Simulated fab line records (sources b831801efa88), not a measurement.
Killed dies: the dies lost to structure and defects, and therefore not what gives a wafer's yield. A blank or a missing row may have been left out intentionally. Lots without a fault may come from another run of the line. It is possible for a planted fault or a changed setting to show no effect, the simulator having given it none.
A sampling plan put to the test :: flow sky130 :: one fab line, 54 faults that these records tell of, each judged on the records of the lots that it struck
The plan consists of the line's own looks: route steps at which the wafer is read by a gauge or an inspection but not changed. Where struck wafers have a number at a look and the file lists that look's usual mean and standard deviation on fault-free wafers, the look can be judged. Caught: a look later than the fault's first step finds the struck wafers' mean 4 or more of those standard deviations (sigma) from the usual mean. On the tool: the fault's steps, tested the same way using the tool's own readings. It also counts as caught if the struck wafers ran another recipe or if their record alone is blank.

== THE FAULTS, as the simulator had put them in ==
1. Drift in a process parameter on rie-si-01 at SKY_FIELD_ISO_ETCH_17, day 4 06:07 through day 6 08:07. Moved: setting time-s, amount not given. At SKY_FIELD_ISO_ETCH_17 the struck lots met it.
2. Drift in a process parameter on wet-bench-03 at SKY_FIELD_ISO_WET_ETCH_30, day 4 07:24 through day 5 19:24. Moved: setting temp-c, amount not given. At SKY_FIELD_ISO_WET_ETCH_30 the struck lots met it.
3. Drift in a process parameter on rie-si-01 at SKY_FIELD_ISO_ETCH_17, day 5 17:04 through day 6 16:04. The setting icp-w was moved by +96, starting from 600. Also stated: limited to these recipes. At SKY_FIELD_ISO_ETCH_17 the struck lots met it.
4. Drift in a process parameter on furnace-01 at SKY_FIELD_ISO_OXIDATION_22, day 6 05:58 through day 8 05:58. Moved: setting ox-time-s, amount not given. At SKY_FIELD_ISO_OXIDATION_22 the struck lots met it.
5. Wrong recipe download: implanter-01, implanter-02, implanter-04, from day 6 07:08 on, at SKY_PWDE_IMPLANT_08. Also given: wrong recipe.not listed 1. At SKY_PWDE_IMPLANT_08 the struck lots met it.
6. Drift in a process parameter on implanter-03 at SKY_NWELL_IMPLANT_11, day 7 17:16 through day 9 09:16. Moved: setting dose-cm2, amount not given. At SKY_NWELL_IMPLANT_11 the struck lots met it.
7. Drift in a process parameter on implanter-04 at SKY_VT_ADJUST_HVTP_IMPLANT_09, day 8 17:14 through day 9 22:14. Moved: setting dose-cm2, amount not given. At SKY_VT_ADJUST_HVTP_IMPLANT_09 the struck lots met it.
8. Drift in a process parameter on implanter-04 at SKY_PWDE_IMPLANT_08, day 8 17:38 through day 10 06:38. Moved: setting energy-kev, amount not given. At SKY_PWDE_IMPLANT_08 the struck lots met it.
9. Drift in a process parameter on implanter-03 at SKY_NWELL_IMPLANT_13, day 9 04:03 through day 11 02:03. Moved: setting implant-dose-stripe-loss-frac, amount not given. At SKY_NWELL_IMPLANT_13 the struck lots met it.
10. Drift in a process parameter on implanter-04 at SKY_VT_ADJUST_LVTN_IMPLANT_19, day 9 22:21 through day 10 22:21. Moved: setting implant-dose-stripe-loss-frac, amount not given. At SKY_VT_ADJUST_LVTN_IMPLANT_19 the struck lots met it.
11. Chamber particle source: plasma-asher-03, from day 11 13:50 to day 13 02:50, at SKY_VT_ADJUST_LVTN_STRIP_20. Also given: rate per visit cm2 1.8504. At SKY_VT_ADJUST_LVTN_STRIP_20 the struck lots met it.
12. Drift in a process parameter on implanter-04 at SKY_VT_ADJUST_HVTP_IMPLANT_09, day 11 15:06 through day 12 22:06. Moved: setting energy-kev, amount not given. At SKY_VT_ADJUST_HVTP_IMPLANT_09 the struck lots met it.
13. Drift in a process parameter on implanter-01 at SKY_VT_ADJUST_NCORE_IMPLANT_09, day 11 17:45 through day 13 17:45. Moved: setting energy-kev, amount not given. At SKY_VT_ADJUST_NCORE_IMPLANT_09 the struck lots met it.
14. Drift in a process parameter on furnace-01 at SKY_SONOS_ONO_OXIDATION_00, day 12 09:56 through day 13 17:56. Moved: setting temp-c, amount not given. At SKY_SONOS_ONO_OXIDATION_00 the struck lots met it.
15. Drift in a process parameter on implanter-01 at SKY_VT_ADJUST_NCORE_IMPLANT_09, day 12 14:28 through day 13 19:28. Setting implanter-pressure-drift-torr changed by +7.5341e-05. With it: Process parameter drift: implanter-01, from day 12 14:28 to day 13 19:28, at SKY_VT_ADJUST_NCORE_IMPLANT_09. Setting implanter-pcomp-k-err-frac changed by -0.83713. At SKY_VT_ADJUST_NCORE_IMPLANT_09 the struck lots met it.
16. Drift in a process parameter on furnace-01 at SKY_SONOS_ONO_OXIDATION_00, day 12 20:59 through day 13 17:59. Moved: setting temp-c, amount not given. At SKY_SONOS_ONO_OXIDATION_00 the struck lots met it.
17. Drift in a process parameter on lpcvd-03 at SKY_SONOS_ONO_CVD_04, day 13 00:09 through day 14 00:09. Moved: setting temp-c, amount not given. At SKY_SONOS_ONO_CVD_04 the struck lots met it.
18. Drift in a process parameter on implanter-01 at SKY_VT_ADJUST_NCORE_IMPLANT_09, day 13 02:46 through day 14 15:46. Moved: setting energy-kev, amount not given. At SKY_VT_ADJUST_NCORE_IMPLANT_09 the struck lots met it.
19. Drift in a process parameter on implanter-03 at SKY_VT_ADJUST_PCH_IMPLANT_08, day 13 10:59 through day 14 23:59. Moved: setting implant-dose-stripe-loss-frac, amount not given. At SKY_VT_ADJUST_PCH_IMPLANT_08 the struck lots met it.
20. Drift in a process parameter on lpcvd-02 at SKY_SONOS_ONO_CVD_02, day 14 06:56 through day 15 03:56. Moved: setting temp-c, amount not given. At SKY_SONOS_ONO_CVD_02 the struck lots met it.
21. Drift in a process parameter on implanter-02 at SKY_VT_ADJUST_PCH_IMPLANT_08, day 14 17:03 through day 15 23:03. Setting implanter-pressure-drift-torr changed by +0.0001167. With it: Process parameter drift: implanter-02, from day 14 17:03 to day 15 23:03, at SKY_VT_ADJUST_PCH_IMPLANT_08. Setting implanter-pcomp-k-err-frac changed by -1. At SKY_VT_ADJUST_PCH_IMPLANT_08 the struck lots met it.
22. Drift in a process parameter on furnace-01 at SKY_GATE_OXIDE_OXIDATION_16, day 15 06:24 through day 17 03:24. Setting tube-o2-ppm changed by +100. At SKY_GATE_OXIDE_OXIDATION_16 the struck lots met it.
23. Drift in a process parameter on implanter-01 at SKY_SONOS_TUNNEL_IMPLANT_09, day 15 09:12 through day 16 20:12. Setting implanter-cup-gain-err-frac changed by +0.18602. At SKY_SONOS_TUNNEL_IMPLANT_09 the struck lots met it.
24. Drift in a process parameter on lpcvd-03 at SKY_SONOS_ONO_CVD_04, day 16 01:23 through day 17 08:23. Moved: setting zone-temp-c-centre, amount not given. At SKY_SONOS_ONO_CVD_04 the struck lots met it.
25. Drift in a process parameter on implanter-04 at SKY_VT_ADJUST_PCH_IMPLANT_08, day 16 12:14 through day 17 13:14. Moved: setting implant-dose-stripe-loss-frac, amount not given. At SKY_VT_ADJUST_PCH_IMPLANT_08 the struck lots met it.
26. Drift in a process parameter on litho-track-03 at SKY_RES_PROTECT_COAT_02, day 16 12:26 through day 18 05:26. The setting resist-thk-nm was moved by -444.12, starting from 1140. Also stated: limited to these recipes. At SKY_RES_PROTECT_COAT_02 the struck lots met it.
27. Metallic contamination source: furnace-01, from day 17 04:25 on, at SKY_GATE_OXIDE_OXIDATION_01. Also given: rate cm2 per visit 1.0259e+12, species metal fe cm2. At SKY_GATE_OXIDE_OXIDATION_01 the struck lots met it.
28. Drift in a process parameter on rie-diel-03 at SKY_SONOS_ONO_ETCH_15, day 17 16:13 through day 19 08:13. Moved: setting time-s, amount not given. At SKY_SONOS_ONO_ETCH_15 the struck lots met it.
29. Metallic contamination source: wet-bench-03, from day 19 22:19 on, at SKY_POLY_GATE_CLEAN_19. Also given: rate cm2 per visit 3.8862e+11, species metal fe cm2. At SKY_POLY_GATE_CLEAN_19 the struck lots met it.
30. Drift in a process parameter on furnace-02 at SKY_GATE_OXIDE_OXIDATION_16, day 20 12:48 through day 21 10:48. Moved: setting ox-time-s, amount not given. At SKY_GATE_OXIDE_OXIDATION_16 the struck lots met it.
31. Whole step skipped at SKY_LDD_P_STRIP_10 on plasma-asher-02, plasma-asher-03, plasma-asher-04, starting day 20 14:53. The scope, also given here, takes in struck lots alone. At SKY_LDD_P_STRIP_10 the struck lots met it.
32. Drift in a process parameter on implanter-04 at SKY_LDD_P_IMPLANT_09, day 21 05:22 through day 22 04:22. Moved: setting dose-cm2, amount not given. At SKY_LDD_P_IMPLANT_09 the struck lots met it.
33. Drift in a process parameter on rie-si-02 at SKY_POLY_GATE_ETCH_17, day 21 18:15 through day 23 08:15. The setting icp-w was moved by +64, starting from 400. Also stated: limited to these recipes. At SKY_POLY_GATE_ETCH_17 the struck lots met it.
34. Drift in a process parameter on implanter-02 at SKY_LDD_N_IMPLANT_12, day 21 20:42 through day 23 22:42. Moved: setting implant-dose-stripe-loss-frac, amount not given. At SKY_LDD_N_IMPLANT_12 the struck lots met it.
35. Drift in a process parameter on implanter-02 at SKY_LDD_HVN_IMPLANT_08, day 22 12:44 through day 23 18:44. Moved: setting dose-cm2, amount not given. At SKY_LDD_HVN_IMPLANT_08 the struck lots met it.
36. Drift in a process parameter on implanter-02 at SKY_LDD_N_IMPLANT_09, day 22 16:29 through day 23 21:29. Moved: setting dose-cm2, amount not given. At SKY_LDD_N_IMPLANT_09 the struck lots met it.
37. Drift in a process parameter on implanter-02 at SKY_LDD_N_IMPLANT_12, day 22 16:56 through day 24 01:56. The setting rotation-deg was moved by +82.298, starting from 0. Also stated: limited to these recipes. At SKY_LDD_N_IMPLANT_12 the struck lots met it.
38. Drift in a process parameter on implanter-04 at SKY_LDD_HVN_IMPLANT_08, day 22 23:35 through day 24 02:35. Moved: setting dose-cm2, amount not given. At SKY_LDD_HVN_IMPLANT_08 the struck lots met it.
39. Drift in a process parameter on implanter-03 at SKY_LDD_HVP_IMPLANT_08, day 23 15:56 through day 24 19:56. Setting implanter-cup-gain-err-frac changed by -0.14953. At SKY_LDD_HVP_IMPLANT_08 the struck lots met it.
40. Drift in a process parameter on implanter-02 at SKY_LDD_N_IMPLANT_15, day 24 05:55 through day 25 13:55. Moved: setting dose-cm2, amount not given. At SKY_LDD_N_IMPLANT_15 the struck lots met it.
41. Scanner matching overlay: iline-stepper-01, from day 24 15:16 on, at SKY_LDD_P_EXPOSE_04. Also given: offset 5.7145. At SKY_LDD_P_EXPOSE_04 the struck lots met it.
42. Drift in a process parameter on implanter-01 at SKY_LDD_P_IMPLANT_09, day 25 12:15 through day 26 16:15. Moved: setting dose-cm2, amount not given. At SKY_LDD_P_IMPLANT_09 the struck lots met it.
43. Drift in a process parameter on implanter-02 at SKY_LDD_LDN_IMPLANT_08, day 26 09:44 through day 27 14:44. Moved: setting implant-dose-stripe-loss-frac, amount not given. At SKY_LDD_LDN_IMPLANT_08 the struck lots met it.
44. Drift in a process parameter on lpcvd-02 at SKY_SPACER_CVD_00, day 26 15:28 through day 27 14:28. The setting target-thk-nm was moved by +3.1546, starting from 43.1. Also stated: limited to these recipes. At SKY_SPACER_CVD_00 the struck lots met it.
45. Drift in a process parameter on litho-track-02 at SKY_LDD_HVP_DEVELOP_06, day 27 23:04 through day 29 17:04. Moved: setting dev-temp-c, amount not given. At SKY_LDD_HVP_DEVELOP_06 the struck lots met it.
46. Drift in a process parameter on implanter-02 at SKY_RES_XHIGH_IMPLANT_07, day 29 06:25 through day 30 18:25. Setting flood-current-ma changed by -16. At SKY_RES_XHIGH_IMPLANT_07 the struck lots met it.
47. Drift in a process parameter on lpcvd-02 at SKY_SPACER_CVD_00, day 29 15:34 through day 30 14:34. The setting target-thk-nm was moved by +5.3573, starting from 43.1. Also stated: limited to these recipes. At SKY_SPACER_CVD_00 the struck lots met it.
48. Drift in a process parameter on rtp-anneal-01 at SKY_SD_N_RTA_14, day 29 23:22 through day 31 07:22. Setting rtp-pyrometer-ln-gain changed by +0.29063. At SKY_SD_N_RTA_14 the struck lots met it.
49. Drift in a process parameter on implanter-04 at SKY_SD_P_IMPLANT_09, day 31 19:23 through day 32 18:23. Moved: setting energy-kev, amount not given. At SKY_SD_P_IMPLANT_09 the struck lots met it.
50. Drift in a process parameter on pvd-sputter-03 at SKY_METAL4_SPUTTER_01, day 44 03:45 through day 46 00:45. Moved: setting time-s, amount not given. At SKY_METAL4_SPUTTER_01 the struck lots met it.
51. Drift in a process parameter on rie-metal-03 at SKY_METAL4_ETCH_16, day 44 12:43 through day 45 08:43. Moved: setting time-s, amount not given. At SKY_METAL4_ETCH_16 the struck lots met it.
52. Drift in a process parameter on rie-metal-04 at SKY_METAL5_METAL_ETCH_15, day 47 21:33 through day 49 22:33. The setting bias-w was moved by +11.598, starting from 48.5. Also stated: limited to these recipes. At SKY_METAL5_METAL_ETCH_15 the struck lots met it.
53. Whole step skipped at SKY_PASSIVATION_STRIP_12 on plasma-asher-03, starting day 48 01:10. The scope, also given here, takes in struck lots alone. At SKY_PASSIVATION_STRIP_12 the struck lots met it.
54. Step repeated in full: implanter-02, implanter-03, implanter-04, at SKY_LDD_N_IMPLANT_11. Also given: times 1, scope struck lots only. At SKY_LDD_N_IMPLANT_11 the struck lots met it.

== WHAT THE PLAN SAW ==
fault: 1
on the tool itself: run-length-s +25 sigma
first look that catches it: no look after it can be judged
reading, sigma: -
median hours from its first step to that look: -
hours from the fault's start to the first struck lot there: -
judged looks passed uncaught: 0

fault: 2
on the tool itself: temp-c +99 or beyond sigma
first look that catches it: none of the 4 looks that can be judged after it
reading, sigma: -
median hours from its first step to that look: -
hours from the fault's start to the first struck lot there: -
judged looks passed uncaught: 4

fault: 3
on the tool itself: rf-fwd-power-W +45 sigma
first look that catches it: no look after it can be judged
reading, sigma: -
median hours from its first step to that look: -
hours from the fault's start to the first struck lot there: -
judged looks passed uncaught: 0

fault: 4
on the tool itself: under 2 sigma
first look that catches it: SKY_FIELD_ISO_THK_MEAS_23
reading, sigma: FIELD_ISO_OXIDATION_01_THK -28
median hours from its first step to that look: 1.2
hours from the fault's start to the first struck lot there: 5
judged looks passed uncaught: 0

fault: 5
on the tool itself: no reading that can be judged
first look that catches it: SKY_PWDE_TW_MEAS_10
reading, sigma: PWDE_TW +99 or beyond
median hours from its first step to that look: 0.2
hours from the fault's start to the first struck lot there: 2
judged looks passed uncaught: 0

fault: 6
on the tool itself: dose-ions-cm2 +99 or beyond sigma
first look that catches it: SKY_NWELL_TW_MEAS_15
reading, sigma: NWELL_TW +19
median hours from its first step to that look: 2.4
hours from the fault's start to the first struck lot there: 14
judged looks passed uncaught: 0

fault: 7
on the tool itself: dose-ions-cm2 +99 or beyond sigma
first look that catches it: SKY_VT_ADJUST_HVTP_TW_MEAS_11
reading, sigma: VT_ADJUST_HVTP_TW +8.6
median hours from its first step to that look: 0.2
hours from the fault's start to the first struck lot there: 2
judged looks passed uncaught: 0

fault: 8
on the tool itself: beam-energy-keV -99 or beyond sigma
first look that catches it: no look after it can be judged
reading, sigma: -
median hours from its first step to that look: -
hours from the fault's start to the first struck lot there: -
judged looks passed uncaught: 0

fault: 9
on the tool itself: no reading that can be judged
first look that catches it: none of the 7 looks that can be judged after it
reading, sigma: -
median hours from its first step to that look: -
hours from the fault's start to the first struck lot there: -
judged looks passed uncaught: 7

fault: 10
on the tool itself: no reading that can be judged
first look that catches it: SKY_VT_ADJUST_LVTN_TW_MEAS_21
reading, sigma: VT_ADJUST_LVTN_2_TW -7.6
median hours from its first step to that look: 0.2
hours from the fault's start to the first struck lot there: 7
judged looks passed uncaught: 0

fault: 11
on the tool itself: under 2 sigma
first look that catches it: no look after it can be judged
reading, sigma: -
median hours from its first step to that look: -
hours from the fault's start to the first struck lot there: -
judged looks passed uncaught: 0

fault: 12
on the tool itself: beam-energy-keV -99 or beyond sigma
first look that catches it: SKY_VT_ADJUST_HVTP_TW_MEAS_11
reading, sigma: VT_ADJUST_HVTP_TW -5.0
median hours from its first step to that look: 0.2
hours from the fault's start to the first struck lot there: 8
judged looks passed uncaught: 0

fault: 13
on the tool itself: beam-energy-keV +99 or beyond sigma
first look that catches it: SKY_VT_ADJUST_NCORE_TW_MEAS_11
reading, sigma: VT_ADJUST_NCORE_TW +11
median hours from its first step to that look: 0.2
hours from the fault's start to the first struck lot there: 3
judged looks passed uncaught: 0

fault: 14
on the tool itself: tube-center-temp-C +94 sigma
first look that catches it: SKY_SONOS_ONO_THK_MEAS_01
reading, sigma: SONOS_ONO_OXIDATION_THK +5.0
median hours from its first step to that look: 1.4
hours from the fault's start to the first struck lot there: 11
judged looks passed uncaught: 0

fault: 15
on the tool itself: end-station-pressure-torr +99 or beyond sigma
first look that catches it: SKY_VT_ADJUST_NCORE_TW_MEAS_11
reading, sigma: VT_ADJUST_NCORE_TW +5.7
median hours from its first step to that look: 0.2
hours from the fault's start to the first struck lot there: 3
judged looks passed uncaught: 0

fault: 16
on the tool itself: tube-center-temp-C -99 or beyond sigma
first look that catches it: SKY_SONOS_ONO_THK_MEAS_01
reading, sigma: SONOS_ONO_OXIDATION_THK -17
median hours from its first step to that look: 1.4
hours from the fault's start to the first struck lot there: 0
judged looks passed uncaught: 0

fault: 17
on the tool itself: susceptor-temp-C +91 sigma
first look that catches it: SKY_SONOS_ONO_THK_MEAS_05
reading, sigma: SONOS_ONO_CVD_04_THK +34
median hours from its first step to that look: 1.2
hours from the fault's start to the first struck lot there: 3
judged looks passed uncaught: 0

fault: 18
on the tool itself: beam-energy-keV +99 or beyond sigma
first look that catches it: SKY_VT_ADJUST_NCORE_TW_MEAS_11
reading, sigma: VT_ADJUST_NCORE_TW +11
median hours from its first step to that look: 0.2
hours from the fault's start to the first struck lot there: 9
judged looks passed uncaught: 0

fault: 19
on the tool itself: no reading that can be judged
first look that catches it: none of the 7 looks that can be judged after it
reading, sigma: strongest: VT_ADJUST_PCH_TW at SKY_VT_ADJUST_PCH_TW_MEAS_10, -2.1
median hours from its first step to that look: -
hours from the fault's start to the first struck lot there: -
judged looks passed uncaught: 7

fault: 20
on the tool itself: susceptor-temp-C +31 sigma
first look that catches it: SKY_SONOS_ONO_THK_MEAS_03
reading, sigma: SONOS_ONO_CVD_02_THK +17
median hours from its first step to that look: 1.1
hours from the fault's start to the first struck lot there: 5
judged looks passed uncaught: 0

fault: 21
on the tool itself: end-station-pressure-torr +99 or beyond sigma
first look that catches it: SKY_VT_ADJUST_PCH_TW_MEAS_10
reading, sigma: VT_ADJUST_PCH_TW +8.9
median hours from its first step to that look: 0.2
hours from the fault's start to the first struck lot there: 3
judged looks passed uncaught: 0

fault: 22
on the tool itself: under 2 sigma
first look that catches it: none of the 5 looks that can be judged after it
reading, sigma: -
median hours from its first step to that look: -
hours from the fault's start to the first struck lot there: -
judged looks passed uncaught: 5

fault: 23
on the tool itself: faraday-current-uA +9.8 sigma
first look that catches it: SKY_SONOS_TUNNEL_TW_MEAS_12
reading, sigma: SONOS_TUNNEL_TW -7.6
median hours from its first step to that look: 0.4
hours from the fault's start to the first struck lot there: 9
judged looks passed uncaught: 0

fault: 24
on the tool itself: spike-tc-centre-C +21 sigma
first look that catches it: SKY_SONOS_ONO_THK_MEAS_05
reading, sigma: SONOS_ONO_CVD_04_THK +5.5
median hours from its first step to that look: 1.2
hours from the fault's start to the first struck lot there: 3
judged looks passed uncaught: 0

fault: 25
on the tool itself: under 2 sigma
first look that catches it: none of the 7 looks that can be judged after it
reading, sigma: strongest: VT_ADJUST_PCH_TW at SKY_VT_ADJUST_PCH_TW_MEAS_10, -3.0
median hours from its first step to that look: -
hours from the fault's start to the first struck lot there: -
judged looks passed uncaught: 7

fault: 26
on the tool itself: under 2 sigma
first look that catches it: no look after it can be judged
reading, sigma: -
median hours from its first step to that look: -
hours from the fault's start to the first struck lot there: -
judged looks passed uncaught: 0

fault: 27
on the tool itself: under 2 sigma
first look that catches it: none of the 5 looks that can be judged after it
reading, sigma: -
median hours from its first step to that look: -
hours from the fault's start to the first struck lot there: -
judged looks passed uncaught: 5

fault: 28
on the tool itself: under 2 sigma
first look that catches it: not the one look that can be judged after it
reading, sigma: -
median hours from its first step to that look: -
hours from the fault's start to the first struck lot there: -
judged looks passed uncaught: 1

fault: 29
on the tool itself: no reading that can be judged
first look that catches it: none of the 5 looks that can be judged after it
reading, sigma: -
median hours from its first step to that look: -
hours from the fault's start to the first struck lot there: -
judged looks passed uncaught: 5

fault: 30
on the tool itself: under 2 sigma
first look that catches it: no look after it can be judged
reading, sigma: -
median hours from its first step to that look: -
hours from the fault's start to the first struck lot there: -
judged looks passed uncaught: 0

fault: 31
on the tool itself: the tool's record is blank for the struck wafers
first look that catches it: SKY_LDD_HVN_TW_MEAS_10
reading, sigma: LDD_HVN_TW -99 or beyond
median hours from its first step to that look: 30.6
hours from the fault's start to the first struck lot there: 33
judged looks passed uncaught: 0

fault: 32
on the tool itself: dose-ions-cm2 -73 sigma
first look that catches it: SKY_LDD_P_TW_MEAS_11
reading, sigma: LDD_P_TW -6.0
median hours from its first step to that look: 0.2
hours from the fault's start to the first struck lot there: 13
judged looks passed uncaught: 0

fault: 33
on the tool itself: rf-fwd-power-W +38 sigma
first look that catches it: no look after it can be judged
reading, sigma: -
median hours from its first step to that look: -
hours from the fault's start to the first struck lot there: -
judged looks passed uncaught: 0

fault: 34
on the tool itself: no reading that can be judged
first look that catches it: none of the 6 looks that can be judged after it
reading, sigma: -
median hours from its first step to that look: -
hours from the fault's start to the first struck lot there: -
judged looks passed uncaught: 6

fault: 35
on the tool itself: dose-ions-cm2 +99 or beyond sigma
first look that catches it: SKY_LDD_HVN_TW_MEAS_10
reading, sigma: LDD_HVN_TW +7.3
median hours from its first step to that look: 0.2
hours from the fault's start to the first struck lot there: 17
judged looks passed uncaught: 0

fault: 36
on the tool itself: dose-ions-cm2 +99 or beyond sigma
first look that catches it: not the one look that can be judged after it
reading, sigma: -
median hours from its first step to that look: -
hours from the fault's start to the first struck lot there: -
judged looks passed uncaught: 1

fault: 37
on the tool itself: rotation-deg +99 or beyond sigma
first look that catches it: no look after it can be judged
reading, sigma: -
median hours from its first step to that look: -
hours from the fault's start to the first struck lot there: -
judged looks passed uncaught: 0

fault: 38
on the tool itself: dose-ions-cm2 +35 sigma
first look that catches it: no look after it can be judged
reading, sigma: -
median hours from its first step to that look: -
hours from the fault's start to the first struck lot there: -
judged looks passed uncaught: 0

fault: 39
on the tool itself: beam-on-s +10 sigma
first look that catches it: SKY_LDD_HVP_TW_MEAS_10
reading, sigma: LDD_HVP_TW +9.3
median hours from its first step to that look: 0.2
hours from the fault's start to the first struck lot there: 13
judged looks passed uncaught: 0

fault: 40
on the tool itself: dose-ions-cm2 -99 or beyond sigma
first look that catches it: no look after it can be judged
reading, sigma: -
median hours from its first step to that look: -
hours from the fault's start to the first struck lot there: -
judged looks passed uncaught: 0

fault: 41
on the tool itself: under 2 sigma
first look that catches it: SKY_LDD_P_OVL_MEAS_08
reading, sigma: LDD_P_OVL +4.0
median hours from its first step to that look: 15.0
hours from the fault's start to the first struck lot there: 18
judged looks passed uncaught: 0

fault: 42
on the tool itself: dose-ions-cm2 -27 sigma
first look that catches it: no look after it can be judged
reading, sigma: -
median hours from its first step to that look: -
hours from the fault's start to the first struck lot there: -
judged looks passed uncaught: 0

fault: 43
on the tool itself: no reading that can be judged
first look that catches it: none of the 4 looks that can be judged after it
reading, sigma: -
median hours from its first step to that look: -
hours from the fault's start to the first struck lot there: -
judged looks passed uncaught: 4

fault: 44
on the tool itself: under 2 sigma
first look that catches it: SKY_SPACER_THK_MEAS_01
reading, sigma: SPACER_CVD_00_THK +7.9
median hours from its first step to that look: 1.2
hours from the fault's start to the first struck lot there: 4
judged looks passed uncaught: 0

fault: 45
on the tool itself: developer-temp-C -7.9 sigma
first look that catches it: not the one look that can be judged after it
reading, sigma: -
median hours from its first step to that look: -
hours from the fault's start to the first struck lot there: -
judged looks passed uncaught: 1

fault: 46
on the tool itself: under 2 sigma
first look that catches it: none of the 9 looks that can be judged after it
reading, sigma: -
median hours from its first step to that look: -
hours from the fault's start to the first struck lot there: -
judged looks passed uncaught: 9

fault: 47
on the tool itself: under 2 sigma
first look that catches it: SKY_SPACER_THK_MEAS_01
reading, sigma: SPACER_CVD_00_THK +13
median hours from its first step to that look: 1.2
hours from the fault's start to the first struck lot there: 9
judged looks passed uncaught: 0

fault: 48
on the tool itself: lamp-power-pct -23 sigma
first look that catches it: SKY_SD_N_RS_MEAS_16
reading, sigma: SD_N_RS +35
median hours from its first step to that look: 0.2
hours from the fault's start to the first struck lot there: 11
judged looks passed uncaught: 0

fault: 49
on the tool itself: beam-energy-keV -99 or beyond sigma
first look that catches it: SKY_SD_P_TW_MEAS_11
reading, sigma: SD_P_TW -10
median hours from its first step to that look: 0.2
hours from the fault's start to the first struck lot there: 13
judged looks passed uncaught: 0

fault: 50
on the tool itself: under 2 sigma
first look that catches it: no look after it can be judged
reading, sigma: -
median hours from its first step to that look: -
hours from the fault's start to the first struck lot there: -
judged looks passed uncaught: 0

fault: 51
on the tool itself: run-length-s -26 sigma
first look that catches it: no look after it can be judged
reading, sigma: -
median hours from its first step to that look: -
hours from the fault's start to the first struck lot there: -
judged looks passed uncaught: 0

fault: 52
on the tool itself: bias-w +77 sigma
first look that catches it: no look after it can be judged
reading, sigma: -
median hours from its first step to that look: -
hours from the fault's start to the first struck lot there: -
judged looks passed uncaught: 0

fault: 53
on the tool itself: the tool's record is blank for the struck wafers
first look that catches it: no look after it can be judged
reading, sigma: -
median hours from its first step to that look: -
hours from the fault's start to the first struck lot there: -
judged looks passed uncaught: 0

fault: 54
on the tool itself: under 2 sigma
first look that catches it: SKY_LDD_N_TW_MEAS_17
reading, sigma: LDD_N_TW +4.8
median hours from its first step to that look: 1.1
hours from the fault's start to the first struck lot there: -
judged looks passed uncaught: 0
A dash: the fault is not caught, or the number is missing from these records.

Caught at a look: 26 of 54. Caught on the tool: 33 of 54. By one or the other: 40 of 54.
Caught on the tool alone: faults 1, 2, 3, 8, 33, 36, 37, 38, 40, 42, 45, 51, 52, 53.
Caught at a look alone: faults 4, 5, 10, 41, 44, 47, 54.
Caught by neither: faults 9, 11, 19, 22, 25, 26, 27, 28, 29, 30, 34, 43, 46, 50.

== THINNER SAMPLING ==
In the worst case, this is how late the first struck lot would be measured if the look that catches a fault measured only every second or every third lot, by lot number:
fault: 4
struck lots at that look, in order of time: L730, L731, L734
every lot: 5 h
every second lot: 8 h
every third lot: may miss all 3

fault: 5
struck lots at that look, in order of time: L423, L424
every lot: 2 h
every second lot: 14 h
every third lot: may miss all 2

fault: 6
struck lots at that look, in order of time: L858, L860
every lot: 14 h
every second lot: may miss all 2
every third lot: may miss all 2

fault: 7
struck lots at that look, in order of time: L635, L636
every lot: 2 h
every second lot: 6 h
every third lot: may miss all 2

fault: 10
struck lots at that look, in order of time: L547, L548
every lot: 7 h
every second lot: 14 h
every third lot: may miss all 2

fault: 12
struck lots at that look, in order of time: L191, L192
every lot: 8 h
every second lot: 14 h
every third lot: may miss all 2

fault: 13
struck lots at that look, in order of time: L785, L787
every lot: 3 h
every second lot: may miss all 2
every third lot: may miss all 2

fault: 14
struck lots at that look, in order of time: L620, L621, L622
every lot: 11 h
every second lot: 11 h
every third lot: 14 h

fault: 15
struck lots at that look, in order of time: L951, L953
every lot: 3 h
every second lot: may miss all 2
every third lot: may miss all 2

fault: 16
struck lots at that look, in order of time: L779, L780, L781
every lot: 0 h
every second lot: 0 h
every third lot: 3 h

fault: 17
struck lots at that look, in order of time: L556, L557
every lot: 3 h
every second lot: 21 h
every third lot: may miss all 2

fault: 18
struck lots at that look, in order of time: L984, L986, L987
every lot: 9 h
every second lot: 31 h
every third lot: may miss all 3

fault: 20
struck lots at that look, in order of time: L393, L394, L395
every lot: 5 h
every second lot: 12 h
every third lot: 14 h

fault: 21
struck lots at that look, in order of time: L594, L596
every lot: 3 h
every second lot: may miss all 2
every third lot: may miss all 2

fault: 23
struck lots at that look, in order of time: L222, L223, L224
every lot: 9 h
every second lot: 14 h
every third lot: 26 h

fault: 24
struck lots at that look, in order of time: L884, L885, L886
every lot: 3 h
every second lot: 17 h
every third lot: 24 h

fault: 31
struck lots at that look, in order of time: L995, L996, L997
every lot: 33 h
every second lot: 56 h
every third lot: 58 h

fault: 32
struck lots at that look, in order of time: L578, L579
every lot: 13 h
every second lot: 17 h
every third lot: may miss all 2

fault: 35
struck lots at that look, in order of time: L530, L531
every lot: 17 h
every second lot: 25 h
every third lot: may miss all 2

fault: 39
struck lots at that look, in order of time: L739, L742
every lot: 13 h
every second lot: 27 h
every third lot: may miss all 2

fault: 41
struck lots at that look, in order of time: L142, L145
every lot: 18 h
every second lot: 41 h
every third lot: may miss all 2

fault: 44
struck lots at that look, in order of time: L553, L554
every lot: 4 h
every second lot: 12 h
every third lot: may miss all 2

fault: 47
struck lots at that look, in order of time: L609, L610, L611
every lot: 9 h
every second lot: 11 h
every third lot: 15 h

fault: 48
struck lots at that look, in order of time: L626, L628
every lot: 11 h
every second lot: may miss all 2
every third lot: may miss all 2

fault: 49
struck lots at that look, in order of time: L588, L590
every lot: 13 h
every second lot: may miss all 2
every third lot: may miss all 2
Hours are from the fault's start to the first struck lot that is measured. 4 sigma limit: tested on the pooled struck wafers, so a lone lot may be under it. Other struck lots may not be in these records.

== THE LONGEST TIMED WAY FROM STEP TO LOOK ==
Fault 31: a median of 30.6 hours passes between SKY_LDD_P_STRIP_10 and SKY_LDD_HVN_TW_MEAS_10. No look between them can be judged.
